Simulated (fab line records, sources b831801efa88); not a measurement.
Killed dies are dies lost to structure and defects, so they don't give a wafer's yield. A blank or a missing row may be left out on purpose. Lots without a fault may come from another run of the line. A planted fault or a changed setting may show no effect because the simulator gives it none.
Which tool did it? | flow sky130 | 12 lots, 36 wafers sampled, at 4 steps of a route of 708

WHAT THE GAUGES READ, wafer by wafer
SKY_VT_ADJUST_PCH_TW_MEAS_10.
lot  | measured     | on            | VT_ADJUST_PCH_TW
L823 | day 10 10:50 | film_metro-02 | 140.4 140.1 142.4
L825 | day 10 23:04 | film_metro-04 | 141.6 141.9 141.4
L828 | day 12 01:58 | film_metro-02 | 141.3 141.3 140.6
L829 | day 12 12:26 | film_metro-02 | 141.3 140.5 141.7
L831 | day 13 13:02 | film_metro-01 | 141.9 141.9 141.9
L830 | day 13 14:41 | film_metro-02 | 141.9 142.0 141.1
L832 | day 13 14:44 | film_metro-01 | 141.5 142.0 142.1
L840 | day 15 23:17 | film_metro-04 | 113.3 113.5 114.0
L842 | day 16 14:14 | film_metro-01 | 113.3 112.6 112.3
L843 | day 16 17:02 | film_metro-04 | 141.8 141.8 141.4
L845 | day 17 13:08 | film_metro-01 | 141.8 141.7 141.7
L846 | day 17 17:42 | film_metro-04 | 142.8 142.6 142.7

SKY_SONOS_ONO_CD_MEAS_13: target cd 410 nm.
lot  | measured     | on        | cd_nm (nm)
L823 | day 12 15:08 | cd_sem-01 | 412.8 411.0 413.7
L825 | day 13 05:13 | cd_sem-01 | 409.2 410.8 409.8
L828 | day 15 07:17 | cd_sem-01 | 411.2 408.6 409.0
L829 | day 15 06:35 | cd_sem-02 | 410.9 410.7 413.4
L831 | day 15 23:44 | cd_sem-02 | 411.1 408.6 408.3
L830 | day 16 01:11 | cd_sem-02 | 408.6 409.7 406.0
L832 | day 16 00:35 | cd_sem-02 | 409.1 408.3 410.3
L840 | day 18 14:52 | cd_sem-02 | 414.1 414.3 413.2
L842 | day 19 06:11 | cd_sem-02 | 412.7 413.3 411.6
L843 | day 19 13:25 | cd_sem-02 | 409.9 407.6 410.5
L845 | day 20 08:44 | cd_sem-02 | 409.1 407.8 411.4
L846 | day 20 11:37 | cd_sem-01 | 408.5 409.9 407.5

WHICH TOOL RAN EACH LOT (tool, then ch and the chambers of the sampled wafers, then the start)
lot  | SKY_VT_ADJUST_HVTP_STRIP_10          | SKY_VT_ADJUST_PCH_IMPLANT_08
L823 | plasma_asher-01 ch 0,1, day 6 02:45  | implanter-03 ch 0, day 10 10:26
L825 | plasma_asher-02 ch 0,1, day 6 14:05  | implanter-04 ch 0, day 10 22:49
L828 | plasma_asher-02 ch 0,1, day 7 11:23  | implanter-04 ch 0, day 12 01:43
L829 | plasma_asher-03 ch 0,1, day 7 19:42  | implanter-03 ch 0, day 12 12:11
L831 | plasma_asher-02 ch 0,1, day 8 14:45  | implanter-03 ch 0, day 13 12:47
L830 | plasma_asher-02 ch 0,1, day 8 15:45  | implanter-03 ch 0, day 13 14:26
L832 | plasma_asher-02 ch 0,1, day 8 16:15  | implanter-01 ch 0, day 13 14:29
L840 | plasma_asher-02 ch 0,1, day 10 16:08 | implanter-03 ch 0, day 15 23:03
L842 | plasma_asher-03 ch 0,1, day 11 04:28 | implanter-03 ch 0, day 16 14:01
L843 | plasma_asher-02 ch 0,1, day 11 07:14 | implanter-04 ch 0, day 16 16:47
L845 | plasma_asher-02 ch 0,1, day 11 21:57 | implanter-01 ch 0, day 17 12:54
L846 | plasma_asher-01 ch 0,1, day 12 02:26 | implanter-01 ch 0, day 17 17:29
- SKY_VT_ADJUST_HVTP_STRIP_10: strips in O2/N2.
- SKY_VT_ADJUST_PCH_IMPLANT_08

WHAT THE TOOLS THEMSELVES READ (means of the sampled wafers that have a number; where no wafer has one, the mark that the record gives instead)
SKY_VT_ADJUST_HVTP_STRIP_10.
lot  | tool            | drypump_motor_current_A (A) | oes_product_au (a.u.) | strip_time_to_endpoint_s (s)
L823 | plasma_asher-01 | 5.7                         | 0.716                 | 14.13
L825 | plasma_asher-02 | 5.8                         | 0.713                 | 14.18
L828 | plasma_asher-02 | 5.8                         | 0.715                 | 14.14
L829 | plasma_asher-03 | 5.7                         | 0.714                 | 14.23
L831 | plasma_asher-02 | 5.9                         | 0.716                 | 14.15
L830 | plasma_asher-02 | 5.9                         | 0.713                 | 14.18
L832 | plasma_asher-02 | 5.8                         | 0.715                 | 14.17
L840 | plasma_asher-02 | 5.8                         | 0.718                 | 14.17
L842 | plasma_asher-03 | 5.2                         | 0.716                 | 14.25
L843 | plasma_asher-02 | 5.8                         | 0.712                 | 14.23
L845 | plasma_asher-02 | 5.9                         | 0.718                 | 14.13
L846 | plasma_asher-01 | 5.7                         | 0.718                 | 14.24

SKY_VT_ADJUST_PCH_IMPLANT_08.
lot  | tool         | dose_ions_cm2 | faraday_current_uA
L823 | implanter-03 | 5e+11         | 2.83
L825 | implanter-04 | 5e+11         | 2.85
L828 | implanter-04 | 5e+11         | 2.81
L829 | implanter-03 | 5e+11         | 2.77
L831 | implanter-03 | 5e+11         | 2.78
L830 | implanter-03 | 5e+11         | 2.83
L832 | implanter-01 | 5e+11         | 2.79
L840 | implanter-03 | 2e+11         | 1.13
L842 | implanter-03 | 2e+11         | 1.11
L843 | implanter-04 | 5e+11         | 2.83
L845 | implanter-01 | 5e+11         | 2.79
L846 | implanter-01 | 5e+11         | 2.85

THE ANSWER, worked out from the rows above alone
Rule: what is usual is taken from the lots themselves. Put in order of their means at a reading, lots are off if they are a third of the lots or fewer, leave a main group of 4 or more, and stand apart from it by a gap of 3 or more times the standard deviation of the main group's means; of several such gaps the widest counts. A main group whose means are all the same, to the digits that the tables above print for the reading, isn't used. A lot without any number at a reading at which 4 lots or more have one is off too. The other lots that the step has rows for count as sound. The gauges are gone through in route order, then the tools' own readings, and for those a lot's mean is taken as printed above. The first step at which some lot is off is used, and at that step the reading that is off furthest; a lot without a number counts as furthest.
Off: L840, L842, at SKY_VT_ADJUST_PCH_TW_MEAS_10 (VT_ADJUST_PCH_TW). The main group: mean 141.6, standard deviation 0.48.
A tool fits if, at a process step before that reading, it ran every lot that is off, and no sound lot after the first of them. The gauges at SKY_VT_ADJUST_PCH_TW_MEAS_10 aren't tried: what is off there is off at SKY_SONOS_ONO_CD_MEAS_13 too, on other tools, and a gauge's error can't cause that. One fits: implanter-03 at SKY_VT_ADJUST_PCH_IMPLANT_08. Its last sound lot is L830 (day 13 14:26), its first lot that is off L840 (day 15 23:03): a fault that began between those two fits.
The tool's own readings at SKY_VT_ADJUST_PCH_IMPLANT_08 bear it out: on the lots that are off they differ by more than 5 times the standard deviation of the sound lots' means. dose_ions_cm2 reads 2e+11 there against 5e+11 on the sound lots; faraday_current_uA reads 1.12 there against 2.81 on the sound lots.

WHAT THE SIMULATOR HAD PUT IN
Process parameter drift: implanter-03, from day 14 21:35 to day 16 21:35, at SKY_VT_ADJUST_PCH_IMPLANT_08. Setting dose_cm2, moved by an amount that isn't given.
Lots struck among those shown: L840, L842. The rule above found the same.
